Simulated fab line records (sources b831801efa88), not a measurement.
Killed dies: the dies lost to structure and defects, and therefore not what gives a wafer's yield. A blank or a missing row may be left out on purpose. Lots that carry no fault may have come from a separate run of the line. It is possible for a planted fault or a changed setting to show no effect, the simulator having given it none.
What tool caused it? :: flow sky130 :: 13 lots with 39 wafers sampled at 5 steps, on a route of 708 steps

## WHAT THE GAUGES READ, wafer by wafer
SKY_VT_ADJUST_NCORE_CD_MEAS_07: the cd target is 380 nm.
lot: L902
measured: day 8 09:55
on: cd_sem-01
cd_nm (nm): 376.3 378.8 379.1

lot: L903
measured: day 8 17:26
on: cd_sem-01
cd_nm (nm): 378.3 379.7 381.5

lot: L904
measured: day 8 22:55
on: cd_sem-01
cd_nm (nm): 378.6 380.3 380.6

lot: L907
measured: day 10 03:58
on: cd_sem-01
cd_nm (nm): 384.1 383.4 382.4

lot: L909
measured: day 10 14:33
on: cd_sem-02
cd_nm (nm): 386.4 386.6 387.5

lot: L910
measured: day 11 01:28
on: cd_sem-02
cd_nm (nm): 376.9 374.6 376.6

lot: L915
measured: day 12 03:58
on: cd_sem-01
cd_nm (nm): 376.8 378.5 379.0

lot: L920
measured: day 13 22:25
on: cd_sem-01
cd_nm (nm): 378.1 379.7 377.0

lot: L919
measured: day 13 22:58
on: cd_sem-01
cd_nm (nm): 382.2 379.9 382.6

lot: L921
measured: day 14 04:31
on: cd_sem-02
cd_nm (nm): 379.7 380.2 377.8

lot: L922
measured: day 14 09:34
on: cd_sem-02
cd_nm (nm): 374.8 374.9 373.8

lot: L923
measured: day 14 15:16
on: cd_sem-02
cd_nm (nm): 383.8 385.9 383.9

lot: L924
measured: day 14 18:50
on: cd_sem-01
cd_nm (nm): 378.8 378.1 377.5

SKY_VT_ADJUST_NCORE_OVL_MEAS_08.
lot: L902
measured: day 8 10:02
on: overlay-02
VT_ADJUST_NCORE_OVL (nm): 0.4 -1.3 -2.1

lot: L903
measured: day 8 17:33
on: overlay-02
VT_ADJUST_NCORE_OVL (nm): 2.9 1.8 2.1

lot: L904
measured: day 8 22:59
on: overlay-01
VT_ADJUST_NCORE_OVL (nm): 0.5 0.1 0.2

lot: L907
measured: day 10 04:05
on: overlay-01
VT_ADJUST_NCORE_OVL (nm): 0.0 -3.4 -0.7

lot: L909
measured: day 10 14:40
on: overlay-02
VT_ADJUST_NCORE_OVL (nm): -1.8 -2.1 -1.0

lot: L910
measured: day 11 01:35
on: overlay-02
VT_ADJUST_NCORE_OVL (nm): -1.9 -0.1 -0.5

lot: L915
measured: day 12 04:05
on: overlay-01
VT_ADJUST_NCORE_OVL (nm): -0.4 1.9 1.0

lot: L920
measured: day 13 22:31
on: overlay-02
VT_ADJUST_NCORE_OVL (nm): 3.7 2.8 2.4

lot: L919
measured: day 13 23:04
on: overlay-02
VT_ADJUST_NCORE_OVL (nm): -2.0 0.3 -0.3

lot: L921
measured: day 14 04:38
on: overlay-01
VT_ADJUST_NCORE_OVL (nm): 4.0 0.4 2.6

lot: L922
measured: day 14 09:41
on: overlay-02
VT_ADJUST_NCORE_OVL (nm): 0.5 -0.5 0.5

lot: L923
measured: day 14 15:23
on: overlay-01
VT_ADJUST_NCORE_OVL (nm): 0.8 1.2 2.6

lot: L924
measured: day 14 18:57
on: overlay-02
VT_ADJUST_NCORE_OVL (nm): -1.0 -1.2 -1.9

SKY_VT_ADJUST_HVTR_TW_MEAS_11.
lot: L902
measured: day 9 07:11
on: film_metro-01
VT_ADJUST_HVTR_TW: 212.9 211.7 213.8

lot: L903
measured: day 9 15:52
on: film_metro-02
VT_ADJUST_HVTR_TW: 210.7 210.1 210.7

lot: L904
measured: day 9 21:06
on: film_metro-01
VT_ADJUST_HVTR_TW: 211.9 213.2 212.0

lot: L907
measured: day 11 03:05
on: film_metro-04
VT_ADJUST_HVTR_TW: 208.9 208.9 208.5

lot: L909
measured: day 11 14:16
on: film_metro-04
VT_ADJUST_HVTR_TW: 216.1 216.1 214.8

lot: L910
measured: day 11 23:07
on: film_metro-04
VT_ADJUST_HVTR_TW: 216.6 216.9 216.5

lot: L915
measured: day 13 04:32
on: film_metro-01
VT_ADJUST_HVTR_TW: 211.9 212.5 211.8

lot: L920
measured: day 15 00:40
on: film_metro-04
VT_ADJUST_HVTR_TW: 208.1 207.5 207.7

lot: L919
measured: day 15 02:20
on: film_metro-02
VT_ADJUST_HVTR_TW: 210.4 210.5 211.4

lot: L921
measured: day 15 08:13
on: film_metro-01
VT_ADJUST_HVTR_TW: 213.5 211.8 212.4

lot: L922
measured: day 15 12:25
on: film_metro-04
VT_ADJUST_HVTR_TW: 207.4 206.4 206.6

lot: L923
measured: day 15 19:41
on: film_metro-02
VT_ADJUST_HVTR_TW: 210.7 209.8 210.5

lot: L924
measured: day 15 22:41
on: film_metro-02
VT_ADJUST_HVTR_TW: 210.9 210.7 211.0

SKY_SONOS_TUNNEL_CD_MEAS_07: the cd target is 410 nm.
lot: L902
measured: day 11 03:16
on: cd_sem-02
cd_nm (nm): 414.3 413.5 416.3

lot: L903
measured: day 11 12:27
on: cd_sem-02
cd_nm (nm): 406.6 409.8 407.1

lot: L904
measured: day 11 16:50
on: cd_sem-01
cd_nm (nm): 409.0 408.0 408.9

lot: L907
measured: day 13 01:52
on: cd_sem-01
cd_nm (nm): 412.0 412.1 411.9

lot: L909
measured: day 13 13:21
on: cd_sem-02
cd_nm (nm): 414.1 413.4 414.4

lot: L910
measured: day 14 01:28
on: cd_sem-02
cd_nm (nm): 411.5 411.3 411.6

lot: L915
measured: day 15 09:44
on: cd_sem-01
cd_nm (nm): 409.2 409.5 410.4

lot: L920
measured: day 17 07:26
on: cd_sem-01
cd_nm (nm): 411.6 411.7 413.1

lot: L919
measured: day 17 10:34
on: cd_sem-02
cd_nm (nm): 413.0 412.1 412.5

lot: L921
measured: day 17 15:25
on: cd_sem-01
cd_nm (nm): 406.6 409.1 407.5

lot: L922
measured: day 17 20:44
on: cd_sem-01
cd_nm (nm): 407.2 407.4 406.7

lot: L923
measured: day 18 04:50
on: cd_sem-02
cd_nm (nm): 412.4 414.8 413.7

lot: L924
measured: day 18 06:07
on: cd_sem-02
cd_nm (nm): 410.6 411.5 412.5

## WHICH TOOL RAN EACH LOT (tool, then ch and the chambers of the sampled wafers, then the start)
lot: L902
SKY_VT_ADJUST_HVTR_IMPLANT_09: implanter-01 ch 0, day 9 06:56

lot: L903
SKY_VT_ADJUST_HVTR_IMPLANT_09: implanter-04 ch 0, day 9 15:38

lot: L904
SKY_VT_ADJUST_HVTR_IMPLANT_09: implanter-04 ch 0, day 9 20:54

lot: L907
SKY_VT_ADJUST_HVTR_IMPLANT_09: implanter-03 ch 0, day 11 02:50

lot: L909
SKY_VT_ADJUST_HVTR_IMPLANT_09: implanter-03 ch 0, day 11 14:02

lot: L910
SKY_VT_ADJUST_HVTR_IMPLANT_09: implanter-03 ch 0, day 11 22:52

lot: L915
SKY_VT_ADJUST_HVTR_IMPLANT_09: implanter-01 ch 0, day 13 04:17

lot: L920
SKY_VT_ADJUST_HVTR_IMPLANT_09: implanter-04 ch 0, day 15 00:26

lot: L919
SKY_VT_ADJUST_HVTR_IMPLANT_09: implanter-03 ch 0, day 15 02:07

lot: L921
SKY_VT_ADJUST_HVTR_IMPLANT_09: implanter-03 ch 0, day 15 07:58

lot: L922
SKY_VT_ADJUST_HVTR_IMPLANT_09: implanter-04 ch 0, day 15 12:10

lot: L923
SKY_VT_ADJUST_HVTR_IMPLANT_09: implanter-03 ch 0, day 15 19:27

lot: L924
SKY_VT_ADJUST_HVTR_IMPLANT_09: implanter-01 ch 0, day 15 22:26
- SKY_VT_ADJUST_HVTR_IMPLANT_09

## AS READ BY THE TOOLS THEMSELVES (means over the sampled wafers that have a number; for cases with no such wafer, the mark the record gives instead)
SKY_VT_ADJUST_HVTR_IMPLANT_09.
lot: L902
tool: implanter-01
dose_ions_cm2: 2.1006e+12
end_station_pressure_torr (Torr): 5e-06
faraday_current_uA: 11.74

lot: L903
tool: implanter-04
dose_ions_cm2: 2.0975e+12
end_station_pressure_torr (Torr): 5e-06
faraday_current_uA: 11.95

lot: L904
tool: implanter-04
dose_ions_cm2: 2.1010e+12
end_station_pressure_torr (Torr): 5e-06
faraday_current_uA: 12.10

lot: L907
tool: implanter-03
dose_ions_cm2: 2.0991e+12
end_station_pressure_torr (Torr): 5e-06
faraday_current_uA: 11.96

lot: L909
tool: implanter-03
dose_ions_cm2: 2.4001e+12
end_station_pressure_torr (Torr): 5e-06
faraday_current_uA: 13.45

lot: L910
tool: implanter-03
dose_ions_cm2: 2.4026e+12
end_station_pressure_torr (Torr): 5e-06
faraday_current_uA: 13.69

lot: L915
tool: implanter-01
dose_ions_cm2: 2.0993e+12
end_station_pressure_torr (Torr): 5e-06
faraday_current_uA: 11.67

lot: L920
tool: implanter-04
dose_ions_cm2: 2.0999e+12
end_station_pressure_torr (Torr): 5e-06
faraday_current_uA: 11.90

lot: L919
tool: implanter-03
dose_ions_cm2: 2.1023e+12
end_station_pressure_torr (Torr): 5e-06
faraday_current_uA: 11.81

lot: L921
tool: implanter-03
dose_ions_cm2: 2.1001e+12
end_station_pressure_torr (Torr): 5e-06
faraday_current_uA: 11.98

lot: L922
tool: implanter-04
dose_ions_cm2: 2.1011e+12
end_station_pressure_torr (Torr): 5e-06
faraday_current_uA: 11.86

lot: L923
tool: implanter-03
dose_ions_cm2: 2.1008e+12
end_station_pressure_torr (Torr): 5e-06
faraday_current_uA: 11.71

lot: L924
tool: implanter-01
dose_ions_cm2: 2.0997e+12
end_station_pressure_torr (Torr): 5e-06
faraday_current_uA: 11.55

## THE ANSWER, worked out from the rows above alone
Rule: the usual values come from the lots themselves. The widest of any qualifying gaps counts: lots, ordered by their means at a reading, are off when they make up no more than a third of the lots, leave a main group of 4 or more, and stand apart from it by 3 or more times the standard deviation of that group's means. Not used: any main group whose means are identical at the precision the tables above print for the reading. Also off: a lot with no number at a reading for which 4 or more lots have one. Where the step has rows for the other lots, those lots are counted as sound. Order of review: gauges by route order, followed by the tools' own readings, for which a lot's mean as printed above is used. At the first step where some lot is off, the reading lying furthest off is the one used; lots without a number count as furthest.
Off, at SKY_VT_ADJUST_HVTR_IMPLANT_09 on dose_ions_cm2: L909, L910. Mean 2.1001e+12 and standard deviation 1.2e+09 in the main group.
If a tool, at that step or one of the process steps before it, ran each lot that is off and ran no sound lot following the first of them, it fits. Of those tried, none fits.

## WHAT HAD BEEN PUT IN BY THE SIMULATOR
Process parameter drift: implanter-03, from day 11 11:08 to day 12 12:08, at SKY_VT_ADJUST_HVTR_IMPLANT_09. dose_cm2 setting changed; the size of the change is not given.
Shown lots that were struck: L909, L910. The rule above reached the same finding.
